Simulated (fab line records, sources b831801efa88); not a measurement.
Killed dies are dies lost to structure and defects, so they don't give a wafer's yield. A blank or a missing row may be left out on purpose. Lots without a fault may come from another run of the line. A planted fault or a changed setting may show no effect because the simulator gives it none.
fab line records | flow gf180mcu
record lots=5 wafers=15 last_day=33
route steps=602 shown HV_LDD@214 NSD@235 PSD@248
lots that met no fault: from a run of the same line without faults
start_h: hours from the record's first day to the start of the lot's first wafer shown | wait_h: hours since the lot's step before | " the same as in the row above | L1.1+2: a row that stands for several wafers | - no value, or no start given | * or withheld: withheld | < > ~ a bound
route shown NAME@n: a module of which the file shows steps, and the number in the route of the first | usual: mean/standard deviation of fault-free wafers | same: alike in all rows | chamber/n: place in a boat | sites: the reading at each site | _std_site: their standard deviation | _edge_site: outer sites' mean less inner sites' | radius_mm: how far each site lies from the wafer's centre | mask NAME#n: copy n | behind: the tool/chamber that last shaped the wafer | hold: why the lot was held/for how many hours/how that ended | device: the transistor (n, p or np) that didn't switch | end of line: the same wafers' tests at the end of the route | a step without rows: its recipe alone | killed: dies lost to structure and defects at the first sort, not the wafer's yield | map: a wafer's dies, x killed, . not, _ none there
set.NAME: the setting as run; set.NAME@STEP: as run at that earlier step | model.NAME: the simulator's own value behind a step, which no gauge read
lots at some steps of the route; a table a step, a row a wafer
services: from which hour (start_h, from the record's first day; less than 0 if before it) a tool's chamber was out of use, for how many hours, and why
## steps
# step GF_HV_LDD_TW_MEAS_38
# usual HV_LDD_3_TW=1439/7.2
# columns lot.wafer tool chamber start_h wait_h HV_LDD_3_TW
L078.1 film_metro-01 - 284.42 0.1 1442
L078.4 " - " " 1443
L078.6 " - " " 1444
L080.1 film_metro-04 - 299.57 0.1 1431
L080.4 " - " " 1424
L080.6 " - " " 1435
L089.1 film_metro-03 - 374.09 0.1 1445
L089.5 " - " " 1439
L089.6 " - " " 1441
L090.4 film_metro-01 - 380.62 0.1 1443
L090.5 " - " " 1435
L090.6 " - " " 1430
L093.4 film_metro-01 - 405.65 0.1 1435
L093.5 " - " " 1442
L093.6 " - " " 1434
# step GF_HV_LDD_DEHYDRATE_39
# recipe temp_c=200 time_s=60
# usual heater_power_total_W=160.36/0.13 plate_temp_C=200.03/0.16
# columns lot.wafer tool chamber start_h wait_h heater_power_total_W plate_temp_C
L078.1 litho_track-04 0 294.06 9.6 160.38 200.15
L078.4 " 0 " " 160.40 199.72
L078.6 " 0 " " 160.22 199.99
L080.1 litho_track-02 0 309.53 10.0 160.35 200.04
L080.4 " 0 " " 160.34 200.04
L080.6 " 0 " " 160.19 200.14
L089.1 litho_track-02 0 384.48 10.4 160.26 199.88
L089.5 " 0 " " 160.32 200.06
L089.6 " 0 " " 160.27 199.87
L090.4 litho_track-03 0 391.49 10.9 160.47 200.09
L090.5 " 0 " " 160.27 200.01
L090.6 " 0 " " 160.12 199.83
L093.4 litho_track-02 0 416.71 11.1 160.56 200.31
L093.5 " 0 " " 160.36 200.16
L093.6 " 0 " " 160.21 200.35
# step GF_HV_LDD_HMDS_40
# recipe prime_time_s=60 prime_temp_c=120
# columns lot.wafer tool chamber start_h wait_h
L078.1+4+6 litho_track-04 0 294.21 0.1
L080.1+4+6 litho_track-02 0 309.68 0.1
L089.1+5+6 litho_track-02 0 384.63 0.1
L090.4+5+6 litho_track-03 0 391.64 0.1
L093.4+5+6 litho_track-02 0 416.86 0.1
# step GF_HV_LDD_COAT_41
# recipe resist=NOVOLAK spin_rpm=2963 resist_thk_nm=1000
# columns lot.wafer tool chamber start_h wait_h
L078.1+4+6 litho_track-04 0 294.36 0.1
L080.1+4+6 litho_track-02 0 309.83 0.1
L089.1+5+6 litho_track-02 0 384.78 0.1
L090.4+5+6 litho_track-03 0 391.79 0.1
L093.4+5+6 litho_track-02 0 417.01 0.1
# step GF_HV_LDD_SOFTBAKE_42
# recipe temp_c=90 time_s=60 resist=NOVOLAK
# usual heater_power_total_W=56.60/0.042 plate_temp_C=89.98/0.11
# columns lot.wafer tool chamber start_h wait_h heater_power_total_W plate_temp_C
L078.1 litho_track-04 0 294.51 0.1 56.61 89.90
L078.4 " 0 " " 56.58 89.80
L078.6 " 0 " " 56.55 89.82
L080.1 litho_track-02 0 309.98 0.1 56.52 90.16
L080.4 " 0 " " 56.54 89.99
L080.6 " 0 " " 56.61 89.91
L089.1 litho_track-02 0 384.93 0.1 56.56 89.89
L089.5 " 0 " " 56.58 90.00
L089.6 " 0 " " 56.58 89.83
L090.4 litho_track-03 0 391.94 0.1 56.55 90.01
L090.5 " 0 " " 56.55 90.07
L090.6 " 0 " " 56.54 90.11
L093.4 litho_track-02 0 417.16 0.1 56.60 89.94
L093.5 " 0 " " 56.60 90.03
L093.6 " 0 " " 56.52 89.91
# step GF_HV_LDD_EXPOSE_43
# recipe mask_id=Pplus_HV_AREA target_cd_nm=400 na=0.6 source_shape=conventional sigma_outer=0.6 dose_mj=140
# columns lot.wafer tool chamber start_h wait_h mask
L078.1+4+6 iline_stepper-01 0 - - Pplus_HV_AREA#0
L080.1+4+6 iline_stepper-01 0 - - Pplus_HV_AREA#0
L089.1+5+6 iline_stepper-01 0 - - Pplus_HV_AREA#0
L090.4+5+6 iline_stepper-01 0 - - Pplus_HV_AREA#0
L093.4+5+6 iline_stepper-02 0 - - Pplus_HV_AREA#0
# step GF_HV_LDD_PEB_44
# recipe temp_c=withheld time_s=* resist=NOVOLAK
# columns lot.wafer tool chamber start_h wait_h
L078.1+4+6 litho_track-02 0 - -
L080.1+4+6 litho_track-04 0 - -
L089.1+5+6 litho_track-04 0 - -
L090.4+5+6 litho_track-02 0 - -
L093.4+5+6 litho_track-04 0 - -
# step GF_HV_LDD_DEVELOP_45
# recipe develop_time_s=60 dev_temp_c=23
# columns lot.wafer tool chamber start_h wait_h
L078.1+4+6 litho_track-02 0 304.03 0.1
L080.1+4+6 litho_track-04 0 320.01 0.1
L089.1+5+6 litho_track-04 0 396.71 0.1
L090.4+5+6 litho_track-02 0 402.76 0.1
L093.4+5+6 litho_track-04 0 429.09 0.1
# step GF_HV_LDD_CD_MEAS_46
# recipe target_cd_nm=400
# usual cd_nm=399.0/2.5
# columns lot.wafer tool chamber start_h wait_h cd_nm
L078.1 cd_sem-02 - 304.18 0.1 400.1
L078.4 " - " " 397.0
L078.6 " - " " 400.3
L080.1 cd_sem-02 - 320.16 0.1 397.3
L080.4 " - " " 398.5
L080.6 " - " " 396.6
L089.1 cd_sem-01 - 396.98 0.2 401.7
L089.5 " - " " 401.5
L089.6 " - " " 402.0
L090.4 cd_sem-01 - 402.89 0.1 400.6
L090.5 " - " " 401.6
L090.6 " - " " 400.7
L093.4 cd_sem-02 - 429.22 0.1 400.1
L093.5 " - " " 401.2
L093.6 " - " " 399.8
# step GF_HV_LDD_OVL_MEAS_47
# usual HV_LDD_03_OVL=-0.7/1.4
# columns lot.wafer tool chamber start_h wait_h HV_LDD_03_OVL[nm]
L078.1 overlay-02 - 304.30 0.1 -2.4
L078.4 " - " " -1.0
L078.6 " - " " -2.1
L080.1 overlay-01 - 320.28 0.1 0.8
L080.4 " - " " 1.6
L080.6 " - " " -1.5
L089.1 overlay-02 - 397.10 0.1 0.8
L089.5 " - " " -3.1
L089.6 " - " " 0.3
L090.4 overlay-02 - 402.97 0.1 -0.8
L090.5 " - " " 1.1
L090.6 " - " " -1.0
L093.4 overlay-01 - 429.30 0.1 0.0
L093.5 " - " " 1.5
L093.6 " - " " -0.1
# step GF_HV_LDD_IMPLANT_48
# recipe species=B energy_kev=25 dose_cm2=3e+13 tilt_deg=7
# columns lot.wafer tool chamber start_h wait_h
L078.1+4+6 implanter-03 0 304.34 0.0
L080.1+4+6 implanter-03 0 320.32 0.0
L089.1+5+6 implanter-04 0 397.14 0.0
L090.4+5+6 implanter-03 0 403.06 0.1
L093.4+5+6 implanter-03 0 429.39 0.1
# step GF_HV_LDD_STRIP_49
# recipe chemistry=O2/N2 power_w=1400 pressure_mtorr=1500 platen_temp_c=250 o2_flow_sccm=3000 n2_flow_sccm=300 overash_fraction=0.5
# usual drypump_motor_current_A=6.1/0.39 heater_power_w=335/29 o2_flow_sccm=3000/8.8 oes_product_au=0.716/0.0046 platen_temp_c=249.99/0.17 strip_time_to_endpoint_s=12.71/0.039
# columns lot.wafer tool chamber start_h wait_h drypump_motor_current_A heater_power_w o2_flow_sccm oes_product_au platen_temp_c rf_hours_counter_h strip_time_to_endpoint_s
L078.1 plasma_asher-04 1 304.49 0.1 5.5 327 3006 0.716 249.94 67 12.73
L078.4 " 0 " " 5.6 289 3006 0.714 250.09 - 12.70
L078.6 " 1 " " 5.6 338 3014 0.718 249.89 - 12.69
L080.1 plasma_asher-04 0 320.47 0.1 5.6 290 3012 0.718 249.87 68 12.78
L080.4 " 0 " " 5.6 289 3006 0.713 249.82 - 12.77
L080.6 " 0 " " 5.6 289 3003 0.709 249.98 - 12.82
L089.1 plasma_asher-02 0 397.29 0.1 6.0 296 3005 0.708 250.02 64 12.75
L089.5 " 1 " " 6.1 356 3003 0.725 249.98 - 12.75
L089.6 " 0 " " 6.0 295 3016 0.708 250.07 - 12.80
L090.4 plasma_asher-02 0 403.17 0.1 6.0 299 2986 0.710 250.07 - 12.68
L090.5 " 1 " " 6.1 353 2998 0.719 250.08 - 12.68
L090.6 " 0 " " 6.0 297 2998 0.710 250.00 - 12.70
L093.4 plasma_asher-02 0 429.50 0.1 6.0 293 2994 0.714 249.84 - 12.70
L093.5 " 1 " " 6.2 363 2997 0.716 250.05 - 12.73
L093.6 " 0 " " 6.0 300 2995 0.711 250.05 - 12.68
# step GF_HV_LDD_TW_MEAS_50
# usual HV_LDD_4_TW=571.1/2.6
# columns lot.wafer tool chamber start_h wait_h HV_LDD_4_TW
L078.1 film_metro-03 - 304.59 0.1 572.9
L078.4 " - " " 572.0
L078.6 " - " " 572.7
L080.1 film_metro-03 - 320.57 0.1 570.2
L080.4 " - " " 572.7
L080.6 " - " " 569.6
L089.1 film_metro-04 - 397.39 0.1 570.3
L089.5 " - " " 568.7
L089.6 " - " " 567.5
L090.4 film_metro-03 - 403.27 0.1 574.3
L090.5 " - " " 572.5
L090.6 " - " " 572.0
L093.4 film_metro-04 - 429.60 0.1 569.8
L093.5 " - " " 571.4
L093.6 " - " " 570.9
# step GF_HV_LDD_CLEAN_51
# recipe chemistry=SC1/SC2 mix=1:4:20 temp_c=70 time_s=150 dry=n2_spin
# columns lot.wafer tool chamber start_h wait_h
L078.1+4+6 wet_bench-03 1 304.65 0.1
L080.1+4+6 wet_bench-01 0 320.63 0.1
L089.1+5+6 wet_bench-03 1 397.45 0.1
L090.4+5+6 wet_bench-04 1 403.30 0.0
L093.4+5+6 wet_bench-01 2 429.63 0.0
# step GF_HV_LDD_RTA_52
# recipe temp_c=1000 time_s=10 ambient=N2
# usual lamp_power_pct=32.8/0.37 wafer_temp_C_max=1004.0/0.73
# columns lot.wafer tool chamber start_h wait_h lamp_power_pct wafer_temp_C_max
L078.1 rtp_anneal-02 0 304.70 0.0 33.0 1004.0
L078.4 " 0 " " 33.0 1005.8
L078.6 " 0 " " 33.0 1003.8
L080.1 rtp_anneal-02 0 320.68 0.0 33.0 1003.8
L080.4 " 0 " " 33.0 1003.5
L080.6 " 0 " " 33.0 1004.7
L089.1 rtp_anneal-02 0 397.50 0.0 33.0 1004.2
L089.5 " 0 " " 33.0 1002.7
L089.6 " 0 " " 33.0 1005.2
L090.4 rtp_anneal-02 0 403.39 0.0 33.0 1002.2
L090.5 " 0 " " 33.0 1003.4
L090.6 " 0 " " 33.0 1003.3
L093.4 rtp_anneal-02 0 429.71 0.0 33.0 1004.1
L093.5 " 0 " " 33.1 1003.7
L093.6 " 0 " " 33.0 1003.7
# step GF_HV_LDD_RS_MEAS_53
# recipe thk_meas_gauge=four-point-probe
# usual HV_LDD_RS=418.6/1
# columns lot.wafer tool chamber start_h wait_h HV_LDD_RS[ohm/sq]
L078.1 film_metro-04 - 304.77 0.1 416.9
L078.4 " - " " 418.5
L078.6 " - " " 417.4
L080.1 film_metro-03 - 320.75 0.1 418.3
L080.4 " - " " 420.0
L080.6 " - " " 418.1
L089.1 film_metro-03 - 397.56 0.1 417.9
L089.5 " - " " 418.1
L089.6 " - " " 417.8
L090.4 film_metro-01 - 403.48 0.1 419.9
L090.5 " - " " 419.6
L090.6 " - " " 419.7
L093.4 film_metro-04 - 429.81 0.1 419.4
L093.5 " - " " 420.6
L093.6 " - " " 417.0
# step GF_HV_LDD_CVD_54
# recipe material=SiO2 target_thk_nm=10 precursor=TEOS temp_c=680 time_s=75 pressure_mtorr=400
# usual spike_tc_top_C=694.7/1.1
# columns lot.wafer tool chamber start_h wait_h spike_tc_top_C
L078.1 lpcvd-02 1 304.89 0.1 694.7
L078.4 " 1 " " 695.2
L078.6 " 1 " " 694.2
L080.1 lpcvd-02 1 320.87 0.1 694.4
L080.4 " 1 " " 694.0
L080.6 " 1 " " 695.4
L089.1 lpcvd-01 1 397.68 0.1 694.3
L089.5 " 1 " " 694.6
L089.6 " 1 " " 693.0
L090.4 lpcvd-02 1 403.54 0.0 695.7
L090.5 " 1 " " 695.1
L090.6 " 1 " " 693.1
L093.4 lpcvd-01 0 429.87 0.0 695.3
L093.5 " 0 " " 695.1
L093.6 " 0 " " 695.9
# step GF_HV_LDD_THK_MEAS_55
# recipe reads=SiO2_of_HV_LDD_CVD_54
# usual HV_LDD_CVD_54_THK=10.09/0.16
# columns lot.wafer tool chamber start_h wait_h HV_LDD_CVD_54_THK[nm]
L078.1 film_metro-03 - 305.91 0.0 10.24
L078.4 " - " " 10.16
L078.6 " - " " 10.22
L080.1 film_metro-01 - 321.89 0.0 10.16
L080.4 " - " " 10.05
L080.6 " - " " 10.09
L089.1 film_metro-04 - 399.21 0.0 10.13
L089.5 " - " " 10.06
L089.6 " - " " 10.12
L090.4 film_metro-03 - 404.59 0.0 10.25
L090.5 " - " " 10.16
L090.6 " - " " 10.29
L093.4 film_metro-04 - 430.92 0.0 9.73
L093.5 " - " " 9.77
L093.6 " - " " 9.89
# step GF_HV_LDD_CVD_56
# recipe material=Si3N4 precursor=DCS/NH3 target_thk_nm=90 temp_c=770 time_s=1543 pressure_mtorr=250
# usual spike_tc_top_C=781.9/1.1
# columns lot.wafer tool chamber start_h wait_h spike_tc_top_C
L078.1 lpcvd-02 0 305.97 0.1 780.3
L078.4 " 0 " " 781.4
L078.6 " 0 " " 782.2
L080.1 lpcvd-02 1 323.24 1.3 781.9
L080.4 " 1 " " 780.8
L080.6 " 1 " " 781.2
L089.1 lpcvd-02 0 399.27 0.1 782.7
L089.5 " 0 " " 781.0
L089.6 " 0 " " 781.3
L090.4 lpcvd-02 1 404.62 0.0 781.4
L090.5 " 1 " " 781.4
L090.6 " 1 " " 781.2
L093.4 lpcvd-01 1 430.95 0.0 780.0
L093.5 " 1 " " 782.4
L093.6 " 1 " " 782.3
# step GF_HV_LDD_THK_MEAS_57
# recipe reads=Si3N4_of_HV_LDD_CVD_56
# usual HV_LDD_CVD_56_THK=90.5/0.73
# columns lot.wafer tool chamber start_h wait_h HV_LDD_CVD_56_THK[nm]
L078.1 film_metro-03 - 307.40 0.0 90.1
L078.4 " - " " 90.3
L078.6 " - " " 89.9
L080.1 film_metro-04 - 324.67 0.0 91.3
L080.4 " - " " 90.4
L080.6 " - " " 90.5
L089.1 film_metro-01 - 400.70 0.0 89.9
L089.5 " - " " 89.4
L089.6 " - " " 89.5
L090.4 film_metro-03 - 406.08 0.0 89.9
L090.5 " - " " 90.1
L090.6 " - " " 90.5
L093.4 film_metro-01 - 432.40 0.0 90.4
L093.5 " - " " 90.9
L093.6 " - " " 91.0
# step GF_HV_LDD_ETCHBACK_58
# recipe chemistry=CH3F/O2 target=Si3N4 stop_on=SiO2 source_w=400 bias_w=80 pressure_mtorr=25 ch3f_flow_sccm=40 O2_flow_sccm=30 time_s=100 target_depth_a=900
# usual drypump_motor_current_A=5.9/0.56 oes_product_au=0.846/0.0064 throttle_valve_pct=10.561/0.0092
# columns lot.wafer tool chamber start_h wait_h drypump_motor_current_A oes_product_au rf_hours_counter_h throttle_valve_pct
L078.1 rie_diel-02 2 307.46 0.1 6.4 0.845 12 10.576
L078.4 " 2 " " 6.4 0.843 - 10.552
L078.6 " 3 " " 6.6 0.848 - 10.571
L080.1 rie_diel-02 3 324.73 0.1 6.6 0.849 122 10.564
L080.4 " 1 " " 6.4 0.838 - 10.562
L080.6 " 3 " " 6.6 0.841 - 10.552
L089.1 rie_diel-02 0 400.76 0.1 5.9 0.837 2 10.564
L089.5 " 0 " " 5.9 0.847 - 10.572
L089.6 " 0 " " 5.9 0.847 - 10.565
L090.4 rie_diel-04 1 406.11 0.0 6.1 0.847 105 10.558
L090.5 " 2 " " 5.5 0.844 - 10.562
L090.6 " 1 " " 6.0 0.842 - 10.556
L093.4 rie_diel-02 3 432.43 0.0 6.6 0.848 1 10.559
L093.5 " 2 " " 6.5 0.851 - 10.557
L093.6 " 1 " " 6.4 0.846 - 10.557
# step GF_NSD_DEHYDRATE_00
# recipe temp_c=200 time_s=60
# usual heater_power_total_W=160.40/0.13 plate_temp_C=199.99/0.17
# columns lot.wafer tool chamber start_h wait_h heater_power_total_W plate_temp_C
L078.1 litho_track-03 0 317.31 9.8 160.45 199.97
L078.4 " 0 " " 160.35 200.07
L078.6 " 0 " " 160.24 200.21
L080.1 litho_track-04 0 335.26 10.5 160.20 200.07
L080.4 " 0 " " 160.41 199.92
L080.6 " 0 " " 160.50 200.05
L089.1 litho_track-03 0 410.96 10.2 160.53 199.57
L089.5 " 0 " " 160.55 199.82
L089.6 " 0 " " 160.33 199.67
L090.4 litho_track-04 0 416.74 10.6 160.41 199.84
L090.5 " 0 " " 160.51 199.71
L090.6 " 0 " " 160.51 199.89
L093.4 litho_track-04 0 443.54 11.1 160.64 199.82
L093.5 " 0 " " 160.46 199.82
L093.6 " 0 " " 160.31 199.82
# step GF_NSD_HMDS_01
# recipe prime_time_s=60 prime_temp_c=120
# columns lot.wafer tool chamber start_h wait_h
L078.1+4+6 litho_track-03 0 317.46 0.1
L080.1+4+6 litho_track-04 0 335.41 0.1
L089.1+5+6 litho_track-03 0 411.11 0.1
L090.4+5+6 litho_track-04 0 416.89 0.1
L093.4+5+6 litho_track-04 0 443.69 0.1
# step GF_NSD_COAT_02
# recipe resist=NOVOLAK spin_rpm=3000 resist_thk_nm=1011
# columns lot.wafer tool chamber start_h wait_h
L078.1+4+6 litho_track-03 0 317.61 0.1
L080.1+4+6 litho_track-04 0 335.56 0.1
L089.1+5+6 litho_track-03 0 411.26 0.1
L090.4+5+6 litho_track-04 0 417.04 0.1
L093.4+5+6 litho_track-04 0 443.84 0.1
# step GF_NSD_SOFTBAKE_03
# recipe temp_c=90 time_s=60 resist=NOVOLAK
# usual heater_power_total_W=56.59/0.047 plate_temp_C=89.96/0.13
# columns lot.wafer tool chamber start_h wait_h heater_power_total_W plate_temp_C
L078.1 litho_track-03 0 317.76 0.1 56.52 90.02
L078.4 " 0 " " 56.56 89.80
L078.6 " 0 " " 56.62 89.80
L080.1 litho_track-04 0 335.71 0.1 56.52 89.93
L080.4 " 0 " " 56.62 89.92
L080.6 " 0 " " 56.65 90.01
L089.1 litho_track-03 0 411.41 0.1 56.65 89.74
L089.5 " 0 " " 56.59 89.99
L089.6 " 0 " " 56.60 89.88
L090.4 litho_track-04 0 417.19 0.1 56.60 89.97
L090.5 " 0 " " 56.63 90.07
L090.6 " 0 " " 56.59 90.31
L093.4 litho_track-04 0 443.99 0.1 56.51 89.80
L093.5 " 0 " " 56.52 89.83
L093.6 " 0 " " 56.57 89.80
# step GF_NSD_EXPOSE_04
# recipe mask_id=Nplus target_cd_nm=400 na=0.6 source_shape=conventional sigma_outer=0.6 dose_mj=140
# columns lot.wafer tool chamber start_h wait_h mask
L078.1+4+6 iline_stepper-01 0 - - Nplus#0
L080.1+4+6 iline_stepper-01 0 - - Nplus#0
L089.1+5+6 iline_stepper-02 0 - - Nplus#0
L090.4+5+6 iline_stepper-02 0 - - Nplus#0
L093.4+5+6 iline_stepper-01 0 - - Nplus#0
# step GF_NSD_PEB_05
# recipe temp_c=withheld time_s=* resist=NOVOLAK
# columns lot.wafer tool chamber start_h wait_h
L078.1+4+6 litho_track-01 0 - -
L080.1+4+6 litho_track-01 0 - -
L089.1+5+6 litho_track-04 0 - -
L090.4+5+6 litho_track-03 0 - -
L093.4+5+6 litho_track-01 0 - -
# step GF_NSD_DEVELOP_06
# recipe develop_time_s=60 dev_temp_c=23
# columns lot.wafer tool chamber start_h wait_h
L078.1+4+6 litho_track-01 0 328.16 0.1
L080.1+4+6 litho_track-01 0 345.65 0.1
L089.1+5+6 litho_track-04 0 423.56 0.1
L090.4+5+6 litho_track-03 0 429.14 0.1
L093.4+5+6 litho_track-01 0 456.38 0.1
# step GF_NSD_CD_MEAS_07
# recipe target_cd_nm=400
# usual cd_nm=400.5/2.2
# columns lot.wafer tool chamber start_h wait_h cd_nm
L078.1 cd_sem-02 - 328.31 0.1 398.5
L078.4 " - " " 399.1
L078.6 " - " " 397.9
L080.1 cd_sem-01 - 345.80 0.1 398.3
L080.4 " - " " 399.8
L080.6 " - " " 399.4
L089.1 cd_sem-02 - 423.71 0.1 399.6
L089.5 " - " " 399.3
L089.6 " - " " 401.3
L090.4 cd_sem-01 - 429.27 0.1 398.8
L090.5 " - " " 400.1
L090.6 " - " " 399.4
L093.4 cd_sem-02 - 456.51 0.1 398.9
L093.5 " - " " 400.4
L093.6 " - " " 399.4
# step GF_NSD_OVL_MEAS_08
# usual NSD_OVL=-0.3/1.4
# columns lot.wafer tool chamber start_h wait_h NSD_OVL[nm]
L078.1 overlay-02 - 328.43 0.1 0.8
L078.4 " - " " -0.4
L078.6 " - " " 0.8
L080.1 overlay-02 - 345.92 0.1 -2.3
L080.4 " - " " -1.5
L080.6 " - " " 0.3
L089.1 overlay-01 - 423.83 0.1 -1.2
L089.5 " - " " -0.9
L089.6 " - " " -2.8
L090.4 overlay-02 - 429.35 0.1 0.9
L090.5 " - " " 1.1
L090.6 " - " " 1.5
L093.4 overlay-01 - 456.59 0.1 1.7
L093.5 " - " " 0.5
L093.6 " - " " -0.3
# step GF_NSD_IMPLANT_09
# recipe species=As energy_kev=60 dose_cm2=4e+15 tilt_deg=7
# columns lot.wafer tool chamber start_h wait_h
L078.1+4+6 implanter-03 0 328.46 0.0
L080.1+4+6 implanter-02 0 345.96 0.0
L089.1+5+6 implanter-02 0 423.87 0.0
L090.4+5+6 implanter-01 0 429.44 0.1
L093.4+5+6 implanter-03 0 456.68 0.1
# step GF_NSD_IMPLANT_10
# recipe species=P energy_kev=40 dose_cm2=5e+14 tilt_deg=7
# columns lot.wafer tool chamber start_h wait_h
L078.1+4+6 implanter-03 0 328.61 0.1
L080.1+4+6 implanter-02 0 346.11 0.1
L089.1+5+6 implanter-02 0 424.02 0.1
L090.4+5+6 implanter-01 0 429.59 0.1
L093.4+5+6 implanter-03 0 456.83 0.1
# step GF_NSD_STRIP_11
# recipe chemistry=O2/N2 power_w=1400 pressure_mtorr=1500 platen_temp_c=250 o2_flow_sccm=3000 n2_flow_sccm=300 overash_fraction=0.5
# usual drypump_motor_current_A=5.9/0.63 heater_power_w=353/32 o2_flow_sccm=3000/9.1 oes_product_au=0.488/0.0043 platen_temp_c=250.01/0.19 strip_time_to_endpoint_s=23.08/0.036
# columns lot.wafer tool chamber start_h wait_h drypump_motor_current_A heater_power_w o2_flow_sccm oes_product_au platen_temp_c rf_hours_counter_h strip_time_to_endpoint_s
L078.1 plasma_asher-03 0 328.76 0.1 5.3 398 3010 0.493 249.85 64 23.06
L078.4 " 0 " " 5.3 412 3014 0.494 249.89 - 23.08
L078.6 " 1 " " 4.9 346 2993 0.482 250.30 - 23.03
L080.1 plasma_asher-02 0 346.26 0.1 6.0 303 3011 0.484 250.10 59 23.09
L080.4 " 1 " " 6.2 361 2992 0.496 250.11 - 23.06
L080.6 " 0 " " 6.0 296 3005 0.493 249.95 - 23.09
L089.1 plasma_asher-02 0 424.17 0.1 6.0 300 2992 0.491 249.74 67 23.08
L089.5 " 1 " " 6.2 356 3008 0.484 249.90 - 23.03
L089.6 " 0 " " 6.0 304 2995 0.489 249.93 - 23.03
L090.4 plasma_asher-01 0 429.70 0.1 6.6 362 2985 0.489 250.08 - 23.05
L090.5 " 1 " " 6.5 340 3003 0.491 249.91 - 23.05
L090.6 " 0 " " 6.6 367 3002 0.486 250.12 - 23.03
L093.4 plasma_asher-01 0 456.94 0.1 6.5 359 2989 0.490 249.92 - 23.09
L093.5 " 1 " " 6.5 355 2991 0.487 249.72 - 23.07
L093.6 " 0 " " 6.5 363 2996 0.494 249.59 - 23.10
# step GF_NSD_TW_MEAS_12
# usual NSD_TW=4230/31
# columns lot.wafer tool chamber start_h wait_h NSD_TW
L078.1 film_metro-03 - 328.86 0.1 4263
L078.4 " - " " 4244
L078.6 " - " " 4265
L080.1 film_metro-02 - 346.36 0.1 4189
L080.4 " - " " 4205
L080.6 " - " " 4199
L089.1 film_metro-03 - 424.27 0.1 4271
L089.5 " - " " 4287
L089.6 " - " " 4283
L090.4 film_metro-02 - 429.80 0.1 4188
L090.5 " - " " 4215
L090.6 " - " " 4232
L093.4 film_metro-03 - 457.04 0.1 4297
L093.5 " - " " 4270
L093.6 " - " " 4280
# step GF_PSD_DEHYDRATE_00
# recipe temp_c=200 time_s=60
# usual heater_power_total_W=160.35/0.12 plate_temp_C=199.98/0.16
# columns lot.wafer tool chamber start_h wait_h heater_power_total_W plate_temp_C
L078.1 litho_track-01 0 338.95 10.1 160.35 200.29
L078.4 " 0 " " 160.35 199.86
L078.6 " 0 " " 160.50 200.20
L080.1 litho_track-01 0 356.65 10.3 160.16 199.95
L080.4 " 0 " " 160.27 200.03
L080.6 " 0 " " 160.43 199.95
L089.1 litho_track-01 0 435.65 11.4 160.33 200.32
L089.5 " 0 " " 160.16 200.16
L089.6 " 0 " " 160.22 200.34
L090.4 litho_track-04 0 440.64 10.8 160.43 199.79
L090.5 " 0 " " 160.49 199.94
L090.6 " 0 " " 160.19 199.77
L093.4 litho_track-01 0 468.08 11.0 160.33 199.90
L093.5 " 0 " " 160.27 199.89
L093.6 " 0 " " 160.51 199.95
# step GF_PSD_HMDS_01
# recipe prime_time_s=60 prime_temp_c=120
# columns lot.wafer tool chamber start_h wait_h
L078.1+4+6 litho_track-01 0 339.10 0.1
L080.1+4+6 litho_track-01 0 356.80 0.1
L089.1+5+6 litho_track-01 0 435.80 0.1
L090.4+5+6 litho_track-04 0 440.79 0.1
L093.4+5+6 litho_track-01 0 468.23 0.1
# step GF_PSD_COAT_02
# recipe resist=NOVOLAK spin_rpm=3000 resist_thk_nm=1000
# columns lot.wafer tool chamber start_h wait_h
L078.1+4+6 litho_track-01 0 339.25 0.1
L080.1+4+6 litho_track-01 0 356.95 0.1
L089.1+5+6 litho_track-01 0 435.95 0.1
L090.4+5+6 litho_track-04 0 440.94 0.1
L093.4+5+6 litho_track-01 0 468.38 0.1
# step GF_PSD_SOFTBAKE_03
# recipe temp_c=90 time_s=60 resist=NOVOLAK
# usual heater_power_total_W=56.59/0.042 plate_temp_C=90.04/0.098
# columns lot.wafer tool chamber start_h wait_h heater_power_total_W plate_temp_C
L078.1 litho_track-01 0 339.40 0.1 56.57 90.04
L078.4 " 0 " " 56.68 89.96
L078.6 " 0 " " 56.60 90.03
L080.1 litho_track-01 0 357.10 0.1 56.57 89.91
L080.4 " 0 " " 56.63 89.93
L080.6 " 0 " " 56.55 89.96
L089.1 litho_track-01 0 436.10 0.1 56.61 90.27
L089.5 " 0 " " 56.61 90.13
L089.6 " 0 " " 56.56 90.12
L090.4 litho_track-04 0 441.09 0.1 56.65 90.07
L090.5 " 0 " " 56.67 90.03
L090.6 " 0 " " 56.64 90.18
L093.4 litho_track-01 0 468.53 0.1 56.55 89.84
L093.5 " 0 " " 56.60 90.01
L093.6 " 0 " " 56.62 89.95
# step GF_PSD_EXPOSE_04
# recipe mask_id=Pplus target_cd_nm=400 na=0.6 source_shape=conventional sigma_outer=0.6 dose_mj=140
# columns lot.wafer tool chamber start_h wait_h mask
L078.1+4+6 iline_stepper-01 0 - - Pplus#0
L080.1+4+6 iline_stepper-01 0 - - Pplus#0
L089.1+5+6 iline_stepper-01 0 - - Pplus#0
L090.4+5+6 iline_stepper-02 0 - - Pplus#0
L093.4+5+6 iline_stepper-02 0 - - Pplus#0
# step GF_PSD_PEB_05
# recipe temp_c=withheld time_s=* resist=NOVOLAK
# columns lot.wafer tool chamber start_h wait_h
L078.1+4+6 litho_track-02 0 - -
L080.1+4+6 litho_track-01 0 - -
L089.1+5+6 litho_track-04 0 - -
L090.4+5+6 litho_track-01 0 - -
L093.4+5+6 litho_track-02 0 - -
# step GF_PSD_DEVELOP_06
# recipe develop_time_s=60 dev_temp_c=23
# columns lot.wafer tool chamber start_h wait_h
L078.1+4+6 litho_track-02 0 349.93 0.1
L080.1+4+6 litho_track-01 0 368.20 0.1
L089.1+5+6 litho_track-04 0 448.86 0.1
L090.4+5+6 litho_track-01 0 453.23 0.1
L093.4+5+6 litho_track-02 0 480.31 0.1
## services
# columns tool chamber start_h hours kind
iline_stepper-02 - 278.15 7.5 repair
rie_diel-04 1 294.61 9.8 repair
lpcvd-01 - 299.40 6.0 pm
plasma_asher-02 - 300.09 7.6 repair
iline_stepper-01 - 300.42 1.7 pm
plasma_asher-03 - 301.02 7.3 repair
implanter-04 - 303.31 4.0 repair
rie_diel-02 1 306.16 5.6 repair
plasma_asher-03 - 308.31 2.8 pm
rie_diel-02 0 321.68 4.3 repair
implanter-03 - 335.59 1.6 repair
implanter-02 - 386.10 8.2 repair
rie_diel-02 3 394.79 6.9 repair
implanter-01 - 394.91 3.2 repair
rie_diel-02 1 398.84 11.0 repair
rie_diel-02 2 399.82 2.4 repair
iline_stepper-01 - 400.80 10.9 repair
implanter-01 - 402.15 12.2 pm
plasma_asher-04 - 402.74 3.0 repair
wet_bench-03 - 409.03 6.7 repair
iline_stepper-01 - 412.32 2.4 repair
implanter-01 - 470.55 12.5 pm
implanter-03 - 471.48 1.6 repair
plasma_asher-02 - 480.21 5.7 repair
## key
fault none
